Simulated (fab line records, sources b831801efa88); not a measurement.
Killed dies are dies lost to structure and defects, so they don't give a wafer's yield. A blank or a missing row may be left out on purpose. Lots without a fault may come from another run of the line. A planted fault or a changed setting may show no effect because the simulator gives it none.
A struck lot beside a sound one | flow sfq_line | 14 steps out of a route of 325
Sound: wafers L275.1, L275.5, L275.6. Struck: wafer L278.4. (L278.1, L278.3 of the same lot were not struck and are left out.) The cause comes at the end.
At each step with rows: each side's tool, then ch and its chambers, then its first start. Under that, the readings that differ: sound wafers | struck wafers | difference of the means | sigmas: that difference in standard deviations of wafers without a fault.
alike: readings whose means differ by less than 2 such deviations, and words and numbers that are the same on both sides. not compared: withheld readings, readings that some wafer has no value for, bounds like >300 that may hide the same value, and numbers for which the record gives no deviation and whose values overlap.
The two part at a step that has a row with sigmas, a row that says differs or no value, or rows on one side only. Numbers that don't overlap but have no deviation are shown without sigmas and don't part them. A reading that every wafer of one side lacks parts them only if that side has two wafers or more.

first, 7 steps without rows for these wafers: SFQ_TRILAYER_JJ_CE_STRIP_SOLV_CLEAN_121 (cleans in NMP, time 600 s); SFQ_TRILAYER_M5_LITHO_COAT_128 (resist thk 62 nm); SFQ_TRILAYER_M5_LITHO_COAT_123 (resist thk 600 nm); SFQ_TRILAYER_M5_LITHO_SOFTBAKE_127; SFQ_TRILAYER_M5_LITHO_EXPOSE_124 (exposes mask M5, target cd 700 nm); SFQ_TRILAYER_M5_LITHO_PEB_126 (peb time 60 s); SFQ_TRILAYER_M5_LITHO_DEVELOP_125 (time 60 s).
SFQ_M5_OVL_MEAS_932:
  sound on overlay-02, day 61 21:34; struck on overlay-02, day 62 23:58
  alike: M5_OVL
SFQ_TRILAYER_M5_BARC_OPEN_METAL_ETCH_161: etches BARC in O2, target depth 125 nm, time 41.7 s.
  sound on rie_metal-02 ch 0,1, day 61 21:37; struck on rie_metal-04 ch 0, day 63 00:01
  reading               | sound             | struck | difference | sigmas
  oes_product_au (a.u.) | 0.696 0.680 0.692 | 0.677  | -0.012     | -3
  alike: drypump_motor_current_A
  not compared: rf_hours_counter_h
SFQ_TRILAYER_M5_ETCH_METAL_ETCH_126: etches Nb in Cl2/BCl3, stops on SiO2, time 203.2 s, target depth 265 nm.
  sound on rie_metal-02 ch 0,1, day 61 21:40; struck on rie_metal-04 ch 0, day 63 00:08
  alike: drypump_motor_current_A, oes_product_au
  not compared: rf_hours_counter_h
SFQ_TRILAYER_M5_STRIP_STRIP_127: strips in O2.
  sound on rie_metal-02 ch 0,1, day 61 21:52; struck on rie_metal-04 ch 0, day 63 00:31
  alike: drypump_motor_current_A, oes_product_au
  not compared: rf_hours_counter_h
then, 1 step without rows for these wafers: SFQ_TRILAYER_M5_STRIP_SOLV_CLEAN_128 (cleans in NMP, time 600 s).
SFQ_TRILAYER_A5B_DEP_PECVD_129: deposits SiO2 from SiH4/N2O, time 133.33 s, target thk 600 nm.
  sound on pecvd-04 ch 0,1, day 61 22:38; struck on pecvd-04 ch 2, day 63 01:53
  reading                                              | sound             | struck | difference | sigmas
  heater_power_w (W)                                   | 69 77 69          | 117    | +45        | +3
  rf_fwd_power_W (W)                                   | 182.0 182.1 181.6 | 153.2  | -28.7      | -46
  model.SiO2_of_TRILAYER_A5B_DEP_PECVD_129.thk_nm (nm) | 591.7 594 599.6   | 569.6  | -25.5      |
  alike: throttle_valve_pct
SFQ_TRILAYER_A5B_CMP_CMP_130: polishes, stops on Nb, target thk 340.7 nm.
  sound on cmp-02 ch 2,3, day 61 23:14; struck on cmp-02 ch 2, day 63 01:59
  alike: motor_current_A, slurry_filter_dp_kPa

WHERE THEY PART
First at SFQ_TRILAYER_M5_BARC_OPEN_METAL_ETCH_161; last, within this record, at SFQ_TRILAYER_A5B_DEP_PECVD_129. Later steps at which nothing parts them and some readings are alike: SFQ_TRILAYER_A5B_CMP_CMP_130.

WHY: what the simulator had put in
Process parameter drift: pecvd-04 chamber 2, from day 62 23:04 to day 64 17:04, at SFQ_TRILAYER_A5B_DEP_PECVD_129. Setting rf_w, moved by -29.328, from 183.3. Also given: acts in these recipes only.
